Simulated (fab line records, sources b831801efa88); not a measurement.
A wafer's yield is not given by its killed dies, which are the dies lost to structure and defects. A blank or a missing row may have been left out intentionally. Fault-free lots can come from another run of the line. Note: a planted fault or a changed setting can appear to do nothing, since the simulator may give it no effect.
fab line records | flow sfqLine
[record] lots = 6 wafers = 18 lastDay = 92
route steps=325 shown I5@235 C5@240
lots that met no fault: from a run of the same line without faults
startH: hours from the record's first day to the start of the lot's first wafer shown | waitH: hours since the lot's step before | " same as the row above | L1.1+2: a single row standing in for several wafers | - value missing, or start not given | * or withheld: withheld | < > ~ a bound
route shown NAME@n: a module of which the file shows steps, and the number in the route of the first | usual: mean/standard deviation of fault-free wafers | same: alike in all rows | chamber/n: place in a boat | sites: the reading at each site | _std_site: their standard deviation | _edge_site: inner sites' mean taken away from outer sites' mean | radiusMm: for every site, how far away it sits from the centre of the wafer | mask NAME#n: copy n | behind: the tool/chamber that last shaped the wafer | hold: why the lot was held/for how many hours/how that ended | device: whichever transistor did not switch (one of n, p or np) | end of line: tests run on the same wafers once the route is complete | a step without rows: its recipe alone | killed: not the wafer's yield, but the dies lost to structure and defects at the first sort | map: a wafer's dies, marking killed ones x, the rest . and places with no die _
set.NAME: the run value of the setting; set.NAME@STEP: its run value at that earlier step | model.NAME: the simulator's own value behind a step, which no gauge read
lots at selected steps of the route; one table per step, one row per wafer
services: when a tool's chamber went out of use (startH, in hours from the record's first day, below 0 if earlier), for how many hours, and the reason
[[steps]]
[step SFQ_I5_OVL_MEAS_936]
[usual] I5_OVL = 4/5.7
// columns lot.wafer tool chamber startH waitH I5_OVL[nm]
L308.1 overlay-02 - 1686.56 0.1 14
L308.2 " - " " -2
L308.6 " - " " 5
L309.1 overlay-01 - 1687.76 0.1 5
L309.5 " - " " 5
L309.6 " - " " 6
L311.2 overlay-01 - 1701.13 0.1 7
L311.5 " - " " -1
L311.6 " - " " 9
L312.1 overlay-01 - 1702.32 0.1 1
L312.4 " - " " 12
L312.6 " - " " 10
L314.1 overlay-01 - 1705.92 0.1 3
L314.2 " - " " 12
L314.3 " - " " 4
L318.4 overlay-01 - 1799.78 0.1 -5
L318.5 " - " " 6
L318.6 " - " " 0
[step SFQ_TRILAYER_I5_BARC_OPEN_VIA_ETCH_200]
[recipe] maskMaterial = PR chemistry = O2 targetDepthNm = 125 target = BARC sourceW = 500 biasW = 80 pressureMtorr = 30 timeS = 41.7
[usual] chamberPressureMTorr = 30.001/0.026 drypumpMotorCurrentA = 5.8/0.49 oesProductAu = 0.686/0.0045
// columns lot.wafer tool chamber startH waitH chamberPressureMTorr drypumpMotorCurrentA oesProductAu rfHoursCounterH
L308.1 rieDiel-04 0 1686.59 0.0 29.953 5.9 0.682 11
L308.2 " 1 " " 30.000 5.6 0.683 9
L308.6 " 1 " " 30.000 5.7 0.685 -
L309.1 rieDiel-03 3 1687.79 0.0 29.973 4.9 0.682 2
L309.5 " 0 " " 30.019 5.7 0.687 -
L309.6 " 3 " " 30.028 4.9 0.700 -
L311.2 rieDiel-03 2 1701.16 0.0 30.002 6.3 0.687 2
L311.5 " 3 " " 30.019 4.9 0.687 -
L311.6 " 0 " " 29.993 5.7 0.673 -
L312.1 rieDiel-01 1 1702.36 0.0 29.987 6.2 0.687 19
L312.4 " 3 " " 30.023 6.6 0.682 13
L312.6 " 3 " " 29.990 6.6 0.686 -
L314.1 rieDiel-01 3 1705.96 0.0 29.989 6.6 0.691 13
L314.2 " 2 " " 30.022 5.1 0.692 3
L314.3 " 0 " " 30.008 5.8 0.688 5
L318.4 rieDiel-03 3 1799.79 0.0 29.968 4.9 0.688 5
L318.5 " 1 " " 29.957 5.7 0.688 -
L318.6 " 2 " " 30.012 6.2 0.680 -
[step SFQ_TRILAYER_I5_ETCH_VIA_ETCH_147]
[recipe] stopOn = Nb maskMaterial = PR chemistry = CHF3 targetDepthNm = 360 sourceW = 500 biasW = 80 pressureMtorr = 30 timeS = withheld
[usual] chamberPressureMTorr = 30.002/0.027 drypumpMotorCurrentA = 5.8/0.49 oesProductAu = 0.990/0.0052
// columns lot.wafer tool chamber startH waitH chamberPressureMTorr drypumpMotorCurrentA oesProductAu
L308.1 rieDiel-04 0 1686.63 0.0 29.922 5.8 0.982
L308.2 " 1 " " 30.010 5.6 0.981
L308.6 " 1 " " 29.997 5.6 0.994
L309.1 rieDiel-03 3 1687.83 0.0 30.049 4.9 0.994
L309.5 " 0 " " 30.013 5.7 0.994
L309.6 " 3 " " 30.027 4.9 0.982
L311.2 rieDiel-03 2 1701.20 0.0 30.015 6.3 0.990
L311.5 " 3 " " 30.027 4.9 0.985
L311.6 " 0 " " 30.016 5.7 0.996
L312.1 rieDiel-01 1 1702.40 0.0 29.994 6.2 0.983
L312.4 " 3 " " 30.022 6.6 0.987
L312.6 " 3 " " 30.050 6.6 0.987
L314.1 rieDiel-01 3 1706.00 0.0 30.011 6.6 0.993
L314.2 " 2 " " 29.987 5.1 0.988
L314.3 " 0 " " 30.027 5.8 0.991
L318.4 rieDiel-03 3 1799.83 0.0 30.006 4.9 0.993
L318.5 " 1 " " 30.007 5.7 0.988
L318.6 " 2 " " 29.994 6.3 0.987
[step SFQ_TRILAYER_I5_STRIP_STRIP_148]
[recipe] gas = O2 powerW = 200 platenTempC = 40 overashFraction = 0.65 chemistry = O2 pressureMtorr = 50
[usual] chamberPressureMTorr = 50.00/0.045 drypumpMotorCurrentA = 6.1/0.44 oesProductAu = 0.999/0.0066
// columns lot.wafer tool chamber startH waitH chamberPressureMTorr drypumpMotorCurrentA oesProductAu rfHoursCounterH
L308.1 rieMetal-01 0 1686.78 - 50.04 5.7 1.001 82
L308.2 " 1 " " 49.97 5.9 0.997 22
L308.6 " 0 " " 50.06 5.7 0.991 -
L309.1 rieMetal-03 1 1687.98 - 50.05 6.3 1.000 83
L309.5 " 0 " " 49.98 5.4 0.992 -
L309.6 " 1 " " 50.06 6.3 0.996 -
L311.2 rieMetal-03 1 1701.35 - 49.95 6.3 1.005 85
L311.5 " 0 " " 50.15 5.4 0.998 -
L311.6 " 1 " " 49.98 6.3 0.996 -
L312.1 rieMetal-01 0 1702.55 - 49.97 5.8 1.000 85
L312.4 " 1 " " 49.98 5.9 0.999 -
L312.6 " 0 " " 49.99 5.8 0.995 -
L314.1 rieMetal-03 0 1706.15 - 50.06 5.4 0.994 128
L314.2 " 1 " " 50.04 6.3 0.997 87
L314.3 " 0 " " 49.96 5.4 0.992 -
L318.4 rieMetal-01 1 1800.18 - 50.08 5.9 0.995 -
L318.5 " 1 " " 49.91 5.9 0.994 -
L318.6 " 0 " " 49.96 5.7 0.997 -
[step SFQ_TRILAYER_I5_STRIP_SOLV_CLEAN_149]
[recipe] chemistry = NMP tempC = 70 timeS = 600
[step SFQ_TRILAYER_C5_LITHO_COAT_156]
[recipe] resist = BARC spinRpm = 3000 resistThkNm = 62
[step SFQ_TRILAYER_C5_LITHO_COAT_151]
[recipe] resist = KrF spinRpm = 3000 resistThkNm = 650
[step SFQ_TRILAYER_C5_LITHO_SOFTBAKE_155]
[recipe] tempC = withheld timeS = withheld resist = KrF
[step SFQ_TRILAYER_C5_LITHO_EXPOSE_152]
[recipe] maskId = C5 na = 0.6 sourceShape = conventional sigmaOuter = 0.65 targetCdNm = 500 doseMj = 21.3
[step SFQ_TRILAYER_C5_LITHO_PEB_154]
[recipe] pebTempC = 115 pebTimeS = 60 resist = KrF
[step SFQ_TRILAYER_C5_LITHO_DEVELOP_153]
[recipe] timeS = 60 resist = KrF
[step SFQ_C5_OVL_MEAS_937]
[usual] C5_OVL = -2/6.3
// columns lot.wafer tool chamber startH waitH C5_OVL[nm]
L308.1 overlay-01 - 1790.16 0.1 1
L308.2 " - " " 1
L308.6 " - " " 2
L309.1 overlay-01 - 1792.56 0.1 3
L309.5 " - " " 2
L309.6 " - " " -6
L311.2 overlay-02 - 1800.96 0.1 -9
L311.5 " - " " -9
L311.6 " - " " -3
L312.1 overlay-02 - 1803.36 0.1 5
L312.4 " - " " 3
L312.6 " - " " 3
L314.1 overlay-01 - 1809.36 0.1 7
L314.2 " - " " 3
L314.3 " - " " -2
L318.4 overlay-01 - 1863.48 0.1 -3
L318.5 " - " " -1
L318.6 " - " " -1
[step SFQ_TRILAYER_C5_BARC_OPEN_VIA_ETCH_210]
[recipe] maskMaterial = PR chemistry = O2 targetDepthNm = 125 target = BARC sourceW = 500 biasW = 80 pressureMtorr = 30 timeS = 41.7
[usual] chamberPressureMTorr = 29.999/0.027 drypumpMotorCurrentA = 5.9/0.42 oesProductAu = 0.685/0.0047
// columns lot.wafer tool chamber startH waitH chamberPressureMTorr drypumpMotorCurrentA oesProductAu rfHoursCounterH model.KrF_of_TRILAYER_C5_LITHO_COAT_151.thkNm
L308.1 rieDiel-01 0 1790.19 0.0 29.994 5.8 0.688 7 578.1
L308.2 " 2 " " 29.936 5.1 0.689 4 577.8
L308.6 " 1 " " 29.998 6.2 0.685 - 577.7
L309.1 rieDiel-02 3 1792.59 0.0 30.059 6.1 0.688 20 574.3
L309.5 " 2 " " 29.972 5.6 0.685 - 576.9
L309.6 " 3 " " 30.047 6.1 0.688 - 575.3
L311.2 rieDiel-04 2 1800.99 0.0 30.023 5.3 0.684 12 576.7
L311.5 " 0 " " 29.985 5.8 0.688 - 579.8
L311.6 " 2 " " 29.993 5.3 0.680 - 575.9
L312.1 rieDiel-02 1 1803.39 0.0 30.005 5.8 0.685 0 581.1
L312.4 " 2 " " 30.014 5.6 0.689 - 574.4
L312.6 " 1 " " 29.971 5.8 0.684 - 574.1
L314.1 rieDiel-02 1 1809.39 0.0 29.994 5.8 0.684 0 582.5
L314.2 " 0 " " 30.051 6.3 0.693 20 582.7
L314.3 " 2 " " 29.982 5.6 0.684 15 587.6
L318.4 rieDiel-04 3 1863.49 0.0 30.007 6.4 0.681 1 578.9
L318.5 " 2 " " 29.996 5.3 0.683 - 578.9
L318.6 " 1 " " 30.005 5.6 0.690 - 579.5
[step SFQ_TRILAYER_C5_ETCH_VIA_ETCH_154]
[recipe] target = SiO2 maskMaterial = PR chemistry = CHF3 targetDepthNm = 84 sourceW = 500 biasW = 80 pressureMtorr = 30 timeS = withheld stopOn = Nb
[usual] chamberPressureMTorr = 30.002/0.025 drypumpMotorCurrentA = 5.9/0.42 oesProductAu = 0.895/0.008
// columns lot.wafer tool chamber startH waitH chamberPressureMTorr drypumpMotorCurrentA oesProductAu model.KrF_of_TRILAYER_C5_LITHO_COAT_151.thkNm
L308.1 rieDiel-01 0 1790.23 0.0 30.010 5.8 0.889 563.8
L308.2 " 2 " " 29.979 5.1 0.887 563.2
L308.6 " 1 " " 30.006 6.2 0.889 563.6
L309.1 rieDiel-02 3 1792.63 0.0 30.017 6.2 0.891 559.8
L309.5 " 2 " " 29.989 5.6 0.904 562.8
L309.6 " 3 " " 30.013 6.1 0.885 560.9
L311.2 rieDiel-04 2 1801.03 0.0 30.023 5.4 0.876 561.8
L311.5 " 0 " " 30.007 5.9 0.895 565.5
L311.6 " 2 " " 30.003 5.3 0.909 561.1
L312.1 rieDiel-02 1 1803.43 0.0 30.018 5.8 0.890 566.7
L312.4 " 2 " " 30.048 5.6 0.906 560.2
L312.6 " 1 " " 30.045 5.8 0.915 559.8
L314.1 rieDiel-02 1 1809.43 0.0 29.987 5.8 0.888 568.1
L314.2 " 0 " " 29.997 6.2 0.887 568.2
L314.3 " 2 " " 30.023 5.6 0.883 573.3
L318.4 rieDiel-04 3 1863.53 0.0 30.011 6.3 0.895 564.7
L318.5 " 2 " " 29.993 5.3 0.895 564.1
L318.6 " 1 " " 30.024 5.6 0.907 564.9
[step SFQ_TRILAYER_C5_STRIP_STRIP_155]
[recipe] gas = O2 powerW = 200 platenTempC = 40 overashFraction = 0.65 chemistry = O2 pressureMtorr = 50
[usual] chamberPressureMTorr = 50.00/0.043 drypumpMotorCurrentA = 5.9/0.33 oesProductAu = 0.998/0.0068
// columns lot.wafer tool chamber startH waitH chamberPressureMTorr drypumpMotorCurrentA oesProductAu rfHoursCounterH
L308.1 rieMetal-01 1 1790.28 - 50.09 5.9 1.003 36
L308.2 " 0 " " 50.03 5.8 1.005 96
L308.6 " 0 " " 49.98 5.7 1.006 -
L309.1 rieMetal-01 1 1792.68 - 49.99 6.0 1.000 36
L309.5 " 1 " " 49.98 5.9 0.994 -
L309.6 " 0 " " 50.00 5.8 0.994 -
L311.2 rieMetal-03 1 1801.28 - 49.93 6.3 1.002 -
L311.5 " 1 " " 49.95 6.3 1.001 -
L311.6 " 1 " " 50.03 6.3 0.993 -
L312.1 rieMetal-04 0 1803.48 - 50.01 5.7 1.013 51
L312.4 " 0 " " 49.95 5.7 0.999 -
L312.6 " 1 " " 49.91 6.3 1.004 -
L314.1 rieMetal-04 0 1809.48 - 49.99 5.7 1.006 51
L314.2 " 1 " " 49.98 6.3 0.999 14
L314.3 " 0 " " 49.92 5.6 1.001 -
L318.4 rieMetal-03 0 1863.78 - 49.94 5.5 0.999 -
L318.5 " 1 " " 50.03 6.3 0.996 -
L318.6 " 0 " " 50.00 5.4 0.995 -
[[services]]
// columns tool chamber startH hours kind
rieDiel-04 3 1668.95 19.0 repair
rieMetal-04 - 1694.71 14.6 pm
rieDiel-04 1 1704.26 5.3 repair
rieDiel-01 1 1705.11 4.1 repair
rieDiel-03 1 1716.29 2.5 repair
rieDiel-03 1 1729.25 2.5 repair
rieDiel-03 - 1747.39 2.8 pm
rieMetal-01 - 1751.89 2.8 pm
rieMetal-03 - 1772.94 0.4 repair
rieDiel-02 1 1781.75 - clean
rieDiel-02 1 1781.75 19.5 scheduledDown
rieDiel-02 1 1781.75 19.5 ventCycle
rieDiel-04 3 1790.74 - clean
rieDiel-04 3 1790.74 16.2 scheduledDown
rieDiel-04 3 1790.74 16.2 ventCycle
rieMetal-03 0 1795.07 17.4 repair
rieDiel-01 - 1800.51 1.2 repair
rieDiel-02 3 1801.21 - clean
rieDiel-04 1 1804.63 5.6 repair
rieDiel-04 - 1817.65 0.1 repair
rieMetal-03 - 1822.11 0.4 repair
rieDiel-01 0 1841.60 5.4 repair
rieDiel-03 0 1841.63 44.4 repair
rieDiel-02 2 1845.66 3.3 repair
[[key]]
firstSign none at tools or gauges
[modelEffect] step = SFQ_TRILAYER_C5_BARC_OPEN_VIA_ETCH_210 value = KrF_of_TRILAYER_C5_LITHO_COAT_151.thkNm without = 576.8 struck = 583.5
[modelEffect] step = SFQ_TRILAYER_C5_ETCH_VIA_ETCH_154 value = KrF_of_TRILAYER_C5_LITHO_COAT_151.thkNm without = 562.4 struck = 569.1
metAt SFQ_TRILAYER_C5_BARC_OPEN_VIA_ETCH_210
struckWafers L312.1,L314.1,L314.2,L314.3
onsetBetween 1792.59 1803.39
[fault] kind = processParameterDrift tool = rieDiel-02 chamber = - onsetH = 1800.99 steps = SFQ_TRILAYER_C5_BARC_OPEN_VIA_ETCH_210 channel = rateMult offset = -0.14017 shape = step endH = 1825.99 scope = struckWafersOnly
